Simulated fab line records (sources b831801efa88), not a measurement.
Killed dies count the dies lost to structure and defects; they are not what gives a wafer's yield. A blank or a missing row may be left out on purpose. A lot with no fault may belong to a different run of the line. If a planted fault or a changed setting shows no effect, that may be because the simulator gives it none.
What tool caused it? / flow sky130 / 16 lots with 48 wafers sampled at 5 steps, on a route of 708 steps

== WHAT THE GAUGES READ, wafer by wafer ==
SKY_NWELL_RS_MEAS_29: a four-point-probe measurement. Usual: NWELL_RS 628.1 ohm/sq, standard deviation 1.4.
lot=L191; measured=day 5 16:23; on=film_metro-01; NWELL_RS (ohm/sq)=627.0 627.9 627.0; flag=
lot=L192; measured=day 5 20:18; on=film_metro-01; NWELL_RS (ohm/sq)=625.8 625.0 624.2; flag=
lot=L193; measured=day 6 04:00; on=film_metro-02; NWELL_RS (ohm/sq)=624.0 626.2 624.8; flag=
lot=L194; measured=day 6 09:47; on=film_metro-01; NWELL_RS (ohm/sq)=625.6 625.4 629.0; flag=
lot=L195; measured=day 6 13:59; on=film_metro-02; NWELL_RS (ohm/sq)=630.5 630.8 630.7; flag=
lot=L196; measured=day 6 19:27; on=film_metro-02; NWELL_RS (ohm/sq)=627.9 627.9 627.5; flag=
lot=L197; measured=day 7 01:49; on=film_metro-02; NWELL_RS (ohm/sq)=628.6 628.9 627.5; flag=
lot=L198; measured=day 7 06:57; on=film_metro-02; NWELL_RS (ohm/sq)=628.2 625.8 626.3; flag=
lot=L199; measured=day 7 19:24; on=film_metro-01; NWELL_RS (ohm/sq)=628.5 628.9 627.0; flag=
lot=L200; measured=day 7 19:50; on=film_metro-03; NWELL_RS (ohm/sq)=625.8 628.7 628.1; flag=
lot=L201; measured=day 8 01:27; on=film_metro-02; NWELL_RS (ohm/sq)=630.0 630.3 629.3; flag=
lot=L202; measured=day 8 06:57; on=film_metro-01; NWELL_RS (ohm/sq)=627.2 629.1 630.8; flag=
lot=L203; measured=day 8 11:00; on=film_metro-03; NWELL_RS (ohm/sq)=628.9 629.0 629.7; flag=
lot=L204; measured=day 9 00:39; on=film_metro-03; NWELL_RS (ohm/sq)=629.3 628.5 629.5; flag=
lot=L205; measured=day 9 09:26; on=film_metro-02; NWELL_RS (ohm/sq)=626.8 628.6 630.2; flag=
lot=L206; measured=day 9 11:11; on=film_metro-01; NWELL_RS (ohm/sq)=629.4 627.6 628.4; flag=

SKY_VT_ADJUST_HVTP_TW_MEAS_11. Usual: VT_ADJUST_HVTP_TW 1345, standard deviation 8.1.
lot=L191; measured=day 6 11:08; on=film_metro-02; VT_ADJUST_HVTP_TW=1356 1348 1355; flag=
lot=L192; measured=day 6 14:57; on=film_metro-01; VT_ADJUST_HVTP_TW=1337 1338 1340; flag=
lot=L193; measured=day 6 22:52; on=film_metro-04; VT_ADJUST_HVTP_TW=1342 1345 1338; flag=
lot=L194; measured=day 7 05:16; on=film_metro-04; VT_ADJUST_HVTP_TW=1344 1340 1346; flag=
lot=L195; measured=day 7 09:55; on=film_metro-01; VT_ADJUST_HVTP_TW=1348 1348 1340; flag=
lot=L196; measured=day 7 15:44; on=film_metro-04; VT_ADJUST_HVTP_TW=1339 1339 1350; flag=
lot=L197; measured=day 7 22:15; on=film_metro-04; VT_ADJUST_HVTP_TW=1344 1335 1343; flag=
lot=L198; measured=day 8 03:55; on=film_metro-02; VT_ADJUST_HVTP_TW=1357 1358 1351; flag=
lot=L199; measured=day 8 15:43; on=film_metro-04; VT_ADJUST_HVTP_TW=1344 1346 1344; flag=
lot=L200; measured=day 8 16:01; on=film_metro-04; VT_ADJUST_HVTP_TW=1344 1340 1343; flag=
lot=L201; measured=day 8 21:58; on=film_metro-01; VT_ADJUST_HVTP_TW=1343 1339 1337; flag=
lot=L202; measured=day 9 03:56; on=film_metro-01; VT_ADJUST_HVTP_TW=1340 1333 1332; flag=
lot=L203; measured=day 9 08:25; on=film_metro-02; VT_ADJUST_HVTP_TW=760 759 762; flag=OFF
lot=L204; measured=day 9 22:56; on=film_metro-04; VT_ADJUST_HVTP_TW=754 759 756; flag=OFF
lot=L205; measured=day 10 07:41; on=film_metro-01; VT_ADJUST_HVTP_TW=747 747 752; flag=OFF
lot=L206; measured=day 10 09:04; on=film_metro-02; VT_ADJUST_HVTP_TW=752 756 756; flag=OFF

SKY_VT_ADJUST_HVTR_OVL_MEAS_08. Usual: VT_ADJUST_HVTR_OVL 0.1 nm, standard deviation 1.8.
lot=L191; measured=day 9 19:28; on=overlay-01; VT_ADJUST_HVTR_OVL (nm)=-0.4 -0.3 -0.2; flag=
lot=L192; measured=day 10 01:19; on=overlay-01; VT_ADJUST_HVTR_OVL (nm)=0.7 1.3 1.3; flag=
lot=L193; measured=day 10 10:58; on=overlay-02; VT_ADJUST_HVTR_OVL (nm)=-0.5 -2.8 -0.7; flag=
lot=L194; measured=day 10 17:19; on=overlay-02; VT_ADJUST_HVTR_OVL (nm)=1.3 1.7 0.0; flag=
lot=L195; measured=day 10 23:17; on=overlay-01; VT_ADJUST_HVTR_OVL (nm)=1.1 0.5 1.7; flag=
lot=L196; measured=day 11 04:39; on=overlay-01; VT_ADJUST_HVTR_OVL (nm)=-0.3 0.6 1.2; flag=
lot=L197; measured=day 11 14:04; on=overlay-02; VT_ADJUST_HVTR_OVL (nm)=1.1 1.8 1.7; flag=
lot=L198; measured=day 11 19:15; on=overlay-01; VT_ADJUST_HVTR_OVL (nm)=0.3 1.5 0.5; flag=
lot=L199; measured=day 12 08:51; on=overlay-01; VT_ADJUST_HVTR_OVL (nm)=2.7 1.0 2.1; flag=
lot=L200; measured=day 12 09:47; on=overlay-02; VT_ADJUST_HVTR_OVL (nm)=-2.3 -3.8 -2.8; flag=
lot=L201; measured=day 12 17:46; on=overlay-01; VT_ADJUST_HVTR_OVL (nm)=-1.8 -2.9 -1.4; flag=
lot=L202; measured=day 12 23:58; on=overlay-02; VT_ADJUST_HVTR_OVL (nm)=-0.3 0.4 -1.9; flag=
lot=L203; measured=day 13 05:01; on=overlay-02; VT_ADJUST_HVTR_OVL (nm)=0.0 0.5 0.5; flag=
lot=L204; measured=day 13 22:12; on=overlay-01; VT_ADJUST_HVTR_OVL (nm)=3.3 3.3 1.2; flag=
lot=L205; measured=day 14 09:04; on=overlay-01; VT_ADJUST_HVTR_OVL (nm)=1.9 0.7 1.4; flag=
lot=L206; measured=day 14 10:20; on=overlay-01; VT_ADJUST_HVTR_OVL (nm)=-3.1 -3.1 -3.0; flag=

== WHICH TOOL RAN EACH LOT (tool, then ch and the chambers of the sampled wafers, then the start) ==
lot=L191; SKY_FIELD_ISO_ETCH_17=rie_si-01 ch 0,1,2, day 2 10:56; SKY_VT_ADJUST_HVTP_IMPLANT_09=implanter-04 ch 0, day 6 10:55
lot=L192; SKY_FIELD_ISO_ETCH_17=rie_si-01 ch 0,1,2, day 2 15:19; SKY_VT_ADJUST_HVTP_IMPLANT_09=implanter-01 ch 0, day 6 14:43
lot=L193; SKY_FIELD_ISO_ETCH_17=rie_si-01 ch 1,2, day 2 21:34; SKY_VT_ADJUST_HVTP_IMPLANT_09=implanter-03 ch 0, day 6 22:37
lot=L194; SKY_FIELD_ISO_ETCH_17=rie_si-02 ch 1,2, day 3 02:10; SKY_VT_ADJUST_HVTP_IMPLANT_09=implanter-04 ch 0, day 7 05:01
lot=L195; SKY_FIELD_ISO_ETCH_17=rie_si-01 ch 1,3, day 3 07:18; SKY_VT_ADJUST_HVTP_IMPLANT_09=implanter-03 ch 0, day 7 09:40
lot=L196; SKY_FIELD_ISO_ETCH_17=rie_si-02 ch 1,2,3, day 3 12:01; SKY_VT_ADJUST_HVTP_IMPLANT_09=implanter-03 ch 0, day 7 15:29
lot=L197; SKY_FIELD_ISO_ETCH_17=rie_si-02 ch 0,2, day 3 17:18; SKY_VT_ADJUST_HVTP_IMPLANT_09=implanter-04 ch 0, day 7 22:01
lot=L198; SKY_FIELD_ISO_ETCH_17=rie_si-02 ch 1,2,3, day 3 21:25; SKY_VT_ADJUST_HVTP_IMPLANT_09=implanter-03 ch 0, day 8 03:40
lot=L199; SKY_FIELD_ISO_ETCH_17=rie_si-02 ch 0,3, day 4 06:36; SKY_VT_ADJUST_HVTP_IMPLANT_09=implanter-01 ch 0, day 8 15:28
lot=L200; SKY_FIELD_ISO_ETCH_17=rie_si-01 ch 1,2, day 4 09:03; SKY_VT_ADJUST_HVTP_IMPLANT_09=implanter-03 ch 0, day 8 15:49
lot=L201; SKY_FIELD_ISO_ETCH_17=rie_si-02 ch 1,3, day 4 13:40; SKY_VT_ADJUST_HVTP_IMPLANT_09=implanter-03 ch 0, day 8 21:43
lot=L202; SKY_FIELD_ISO_ETCH_17=rie_si-02 ch 1,3, day 4 19:46; SKY_VT_ADJUST_HVTP_IMPLANT_09=implanter-03 ch 0, day 9 03:42
lot=L203; SKY_FIELD_ISO_ETCH_17=rie_si-02 ch 0,1,3, day 5 00:07; SKY_VT_ADJUST_HVTP_IMPLANT_09=implanter-01 ch 0, day 9 08:10
lot=L204; SKY_FIELD_ISO_ETCH_17=rie_si-01 ch 0,1,2, day 5 06:55; SKY_VT_ADJUST_HVTP_IMPLANT_09=implanter-03 ch 0, day 9 22:41
lot=L205; SKY_FIELD_ISO_ETCH_17=rie_si-01 ch 0,1,2, day 5 12:07; SKY_VT_ADJUST_HVTP_IMPLANT_09=implanter-01 ch 0, day 10 07:28
lot=L206; SKY_FIELD_ISO_ETCH_17=rie_si-02 ch 2,3, day 5 16:47; SKY_VT_ADJUST_HVTP_IMPLANT_09=implanter-01 ch 0, day 10 08:50
- SKY_FIELD_ISO_ETCH_17: etches Si in HBr/Cl2/O2, target depth 342 nm, time 97.7 s.
- SKY_VT_ADJUST_HVTP_IMPLANT_09

== WHAT THE TOOLS THEMSELVES READ (means of the sampled wafers that have a number; where no wafer has one, the mark that the record gives instead) ==
SKY_FIELD_ISO_ETCH_17. Usual: drypump_motor_current_A 5.7 A, standard deviation 0.46; he_backside_leak_sccm 2.8 sccm, standard deviation 0.33; oes_product_au 1.001 a.u., standard deviation 0.0083; throttle_valve_pct 25.655 %, standard deviation 0.01.
lot=L191; tool=rie_si-01; drypump_motor_current_A (A)=5.4; he_backside_leak_sccm (sccm)=2.6; oes_product_au (a.u.)=1.007; throttle_valve_pct (%)=25.643; flag=
lot=L192; tool=rie_si-01; drypump_motor_current_A (A)=5.4; he_backside_leak_sccm (sccm)=2.6; oes_product_au (a.u.)=1.007; throttle_valve_pct (%)=25.642; flag=
lot=L193; tool=rie_si-01; drypump_motor_current_A (A)=5.4; he_backside_leak_sccm (sccm)=2.8; oes_product_au (a.u.)=1.006; throttle_valve_pct (%)=25.646; flag=
lot=L194; tool=rie_si-02; drypump_motor_current_A (A)=5.7; he_backside_leak_sccm (sccm)=2.7; oes_product_au (a.u.)=1.000; throttle_valve_pct (%)=25.655; flag=
lot=L195; tool=rie_si-01; drypump_motor_current_A (A)=5.2; he_backside_leak_sccm (sccm)=2.6; oes_product_au (a.u.)=1.003; throttle_valve_pct (%)=25.655; flag=
lot=L196; tool=rie_si-02; drypump_motor_current_A (A)=6.0; he_backside_leak_sccm (sccm)=2.8; oes_product_au (a.u.)=0.992; throttle_valve_pct (%)=25.656; flag=
lot=L197; tool=rie_si-02; drypump_motor_current_A (A)=6.0; he_backside_leak_sccm (sccm)=2.8; oes_product_au (a.u.)=1.001; throttle_valve_pct (%)=25.655; flag=
lot=L198; tool=rie_si-02; drypump_motor_current_A (A)=6.0; he_backside_leak_sccm (sccm)=2.8; oes_product_au (a.u.)=1.004; throttle_valve_pct (%)=25.662; flag=
lot=L199; tool=rie_si-02; drypump_motor_current_A (A)=6.0; he_backside_leak_sccm (sccm)=2.8; oes_product_au (a.u.)=0.999; throttle_valve_pct (%)=25.660; flag=
lot=L200; tool=rie_si-01; drypump_motor_current_A (A)=5.3; he_backside_leak_sccm (sccm)=2.7; oes_product_au (a.u.)=1.007; throttle_valve_pct (%)=25.643; flag=
lot=L201; tool=rie_si-02; drypump_motor_current_A (A)=5.9; he_backside_leak_sccm (sccm)=2.7; oes_product_au (a.u.)=0.991; throttle_valve_pct (%)=25.664; flag=
lot=L202; tool=rie_si-02; drypump_motor_current_A (A)=5.7; he_backside_leak_sccm (sccm)=2.6; oes_product_au (a.u.)=0.983; throttle_valve_pct (%)=25.661; flag=
lot=L203; tool=rie_si-02; drypump_motor_current_A (A)=5.8; he_backside_leak_sccm (sccm)=2.7; oes_product_au (a.u.)=1.003; throttle_valve_pct (%)=25.646; flag=
lot=L204; tool=rie_si-01; drypump_motor_current_A (A)=5.4; he_backside_leak_sccm (sccm)=2.6; oes_product_au (a.u.)=1.007; throttle_valve_pct (%)=25.659; flag=
lot=L205; tool=rie_si-01; drypump_motor_current_A (A)=5.4; he_backside_leak_sccm (sccm)=3.1; oes_product_au (a.u.)=1.006; throttle_valve_pct (%)=25.653; flag=
lot=L206; tool=rie_si-02; drypump_motor_current_A (A)=6.4; he_backside_leak_sccm (sccm)=3.4; oes_product_au (a.u.)=0.999; throttle_valve_pct (%)=25.660; flag=

SKY_VT_ADJUST_HVTP_IMPLANT_09. Usual: beam_on_s 9.98 s, standard deviation 0.21.
lot=L191; tool=implanter-04; beam_on_s (s)=10.03; flag=
lot=L192; tool=implanter-01; beam_on_s (s)=9.93; flag=
lot=L193; tool=implanter-03; beam_on_s (s)=10.16; flag=
lot=L194; tool=implanter-04; beam_on_s (s)=9.78; flag=
lot=L195; tool=implanter-03; beam_on_s (s)=10.04; flag=
lot=L196; tool=implanter-03; beam_on_s (s)=10.06; flag=
lot=L197; tool=implanter-04; beam_on_s (s)=9.94; flag=
lot=L198; tool=implanter-03; beam_on_s (s)=9.75; flag=
lot=L199; tool=implanter-01; beam_on_s (s)=10.10; flag=
lot=L200; tool=implanter-03; beam_on_s (s)=9.91; flag=
lot=L201; tool=implanter-03; beam_on_s (s)=10.09; flag=
lot=L202; tool=implanter-03; beam_on_s (s)=9.98; flag=
lot=L203; tool=implanter-01; beam_on_s (s)=9.81; flag=
lot=L204; tool=implanter-03; beam_on_s (s)=10.05; flag=
lot=L205; tool=implanter-01; beam_on_s (s)=10.05; flag=
lot=L206; tool=implanter-01; beam_on_s (s)=10.13; flag=

== THE ANSWER, worked out from the rows above alone ==
Rule: lot off if the mean of its wafers having a number is beyond 3 standard deviations from the usual mean. Also off: a lot with no number at a reading for which 4 or more lots have one. Any other lot the step has rows for is counted as sound. First the gauges in route order, then the tools' own readings, where a lot's mean is used as printed above. The first step at which some lot is off is used, and at that step the reading that is off furthest; a lot without a number counts as furthest.
Off: L203, L204, L205, L206, seen at SKY_VT_ADJUST_HVTP_TW_MEAS_11 (VT_ADJUST_HVTP_TW).
If a tool, at a process step before that reading, ran all the lots that are off and no sound lot after the first of them, it fits. Gauges at SKY_VT_ADJUST_HVTP_TW_MEAS_11: tried the same way as those tools. No candidate that was tried fits.

== WHAT THE SIMULATOR HAD PUT IN ==
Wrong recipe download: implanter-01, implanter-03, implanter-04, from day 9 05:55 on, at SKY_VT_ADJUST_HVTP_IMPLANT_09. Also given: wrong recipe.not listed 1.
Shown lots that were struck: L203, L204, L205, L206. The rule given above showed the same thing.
